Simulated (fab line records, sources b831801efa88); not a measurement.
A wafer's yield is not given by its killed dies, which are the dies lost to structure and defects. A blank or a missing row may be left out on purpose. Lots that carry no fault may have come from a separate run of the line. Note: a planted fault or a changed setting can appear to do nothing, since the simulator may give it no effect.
Which tool is to blame? | flow gf180mcu | 7 lots (21 wafers sampled), 1 step of a 602-step route

WHAT THE GAUGES SHOWED, per wafer
GF_STI_THK_MEAS_24.
lot  | measured    | on           | STI_CVD_23_THK (nm)
L681 | day 2 08:37 | filmMetro-02 | 659 659 646
L684 | day 3 01:02 | filmMetro-02 | 657 661 649
L687 | day 3 16:00 | filmMetro-03 | 659 660 654
L690 | day 4 07:35 | filmMetro-03 | 643 657 650
L698 | day 6 00:51 | filmMetro-02 | 637 646 641
L700 | day 6 12:03 | filmMetro-01 | 631 649 635
L703 | day 7 01:33 | filmMetro-01 | 663 653 663

WHAT TOOL EACH LOT RAN ON (gives the tool, then ch and the chambers of the sampled wafers, and finally the start)
Before these readings, the record contains no process step.

THE ANSWER, worked out from the rows above alone
Rule: the lots themselves supply what counts as usual. Put in order of their means at a reading, lots are off if they are a third of the lots or fewer, leave a main group of 4 or more, and stand apart from it by a gap of 3 or more times the standard deviation of the main group's means; of several such gaps the widest counts. A main group is skipped when, at the precision printed for the reading in the tables above, its means are all equal. Also off: a lot with no number at a reading for which 4 or more lots have one. The other lots that the step has rows for count as sound.
No lot is off at any reading shown: from this, nothing can be told.

WHAT THE SIMULATOR HAD INSERTED
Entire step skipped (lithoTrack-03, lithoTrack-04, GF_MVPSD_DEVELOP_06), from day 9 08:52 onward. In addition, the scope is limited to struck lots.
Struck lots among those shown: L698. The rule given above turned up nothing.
